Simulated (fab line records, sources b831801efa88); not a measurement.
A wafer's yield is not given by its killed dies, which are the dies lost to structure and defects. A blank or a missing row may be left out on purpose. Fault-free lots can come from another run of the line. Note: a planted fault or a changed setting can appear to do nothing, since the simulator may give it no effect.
A lot that was struck, set against a sound lot :: flow sky130 :: 15 out of 708 route steps
Sound: the wafers L217.2, L217.3, L217.5. Wafers struck: L219.3, L219.4, L219.5. The cause is named last.
For every step that has rows: the tool of each side, followed by ch and its chambers, followed by its first start. Under that, the readings that differ: sound wafers :: struck wafers :: difference of the means :: sigmas: that difference in standard deviations of wafers without a fault.
alike: same words and numbers on both sides, and readings whose means sit less than 2 such deviations apart. not compared: any withheld reading, any reading some wafer has no value for, any bound like >300 that may hide the same value, and any number with overlapping values for which the record gives no deviation.
Wherever a step has rows on one side only, a row that says differs or no value, or a row with sigmas, the two part there. Numbers that don't overlap but have no deviation are shown without sigmas and don't part them. A reading that every wafer of one side lacks parts them only if that side has two wafers or more.

first, 1 step without rows for these wafers: SKY_CONTACT_SPUTTER_23 (material TiN, target thk 20 nm, time 80 s).
SKY_CONTACT_CVD_24: deposits W, target thk 340 nm, time 102.12 s.
  sound on cvdW-02 ch 0,1, day 34 14:00; struck on cvdW-01 ch 0,1, day 35 03:42
  alike: heaterPowerW
  not compared: sinceWetCleanH
SKY_CONTACT_RS_MEAS_25: measures by four-point-probe.
  sound on filmMetro-04 at day 34 14:08; struck on filmMetro-04 at day 35 03:49
  alike: CONTACT_W_RS
SKY_CONTACT_THK_MEAS_26: measures by xrf.
  sound on filmMetro-04 at day 34 14:14; struck on filmMetro-04 at day 35 03:55
  alike: CONTACT_W_THK
SKY_CONTACT_CMP_27: polishes, stops on SiO2, t overpolish 15 s, target thk 0 nm.
  sound on cmp-01 ch 1,3, day 34 14:20; struck on cmp-01 ch 0,1,2, day 35 04:03
  alike: motorCurrentA, overpolishRunS, timeToEndpointS
then, 1 step without rows for these wafers: SKY_METAL1_SPUTTER_00 (material Ti, target thk 15 nm, time 10 s).
SKY_METAL1_SPUTTER_01: material TiN, target thk 20 nm, time 16.7 s.
  sound on pvdSputter-02 at day 34 14:37; struck on pvdSputter-03 at day 35 04:16
  alike: throttleValvePct
SKY_METAL1_SPUTTER_02: material AlCu, target thk 250 nm, time 13.3 s.
  sound on pvdSputter-02 at day 34 14:38; struck on pvdSputter-03 at day 35 04:18
  alike: throttleValvePct
SKY_METAL1_SPUTTER_03: material Ti, target thk 5 nm, time 3.3 s.
  sound on pvdSputter-02 at day 34 14:40; struck on pvdSputter-03 at day 35 04:19
  alike: throttleValvePct
then, 1 step without rows for these wafers: SKY_METAL1_SPUTTER_04 (material TiN, target thk 70 nm, time 58.3 s).
SKY_METAL1_RS_MEAS_05: measures by four-point-probe.
  sound on filmMetro-02 at day 34 14:45; struck on filmMetro-04 at day 35 04:26
  alike: METAL1_ALCU_RS
SKY_METAL1_THK_MEAS_06: measures by xrf.
  sound on filmMetro-02 at day 34 14:52; struck on filmMetro-04 at day 35 04:32
  alike: METAL1_ALCU_THK
SKY_METAL1_DEHYDRATE_07: time 60 s.
  sound on lithoTrack-03 ch 0, day 35 03:35; struck on lithoTrack-01 ch 0, day 35 16:40
reading: runLengthS (s)
sound: 89.18 89.30 89.23
struck: 93.14 92.83 92.82
difference: +3.69
sigmas: +17
  alike: heaterPowerTotalW
then, 1 step without rows for these wafers: SKY_METAL1_HMDS_08 (prime time 60 s).
-- the record jumps here: 13 days lie between the struck wafers' starts before and after (it left off in module METAL1 and takes up again in module PAD_OPEN, whose first step shown is number 708 of the route) --
SKY_PAD_OPEN_PROBE_99:
  sound on prober-02 at day 48 01:22; struck on prober-02 at day 48 09:34
  alike: defectLimitedYield, killed_at_M0_to_M3, killed_at_M4_up, killedAtContacts, killedAtFrontEnd, killedAtOther, killedDies, killedOpen, killedShort, sort_bin_3_pad_short, sort_bin_5_function, sort_bin_6_memory, sortNPass, sortYieldPct

WHERE THEY PART
At SKY_METAL1_DEHYDRATE_07 and nowhere else, as far as this record goes. Later steps at which nothing parts them and some readings are alike: SKY_PAD_OPEN_PROBE_99.

WHY: whatever the simulator had introduced
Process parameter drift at SKY_METAL1_DEHYDRATE_07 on lithoTrack-01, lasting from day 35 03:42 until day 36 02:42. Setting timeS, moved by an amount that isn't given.
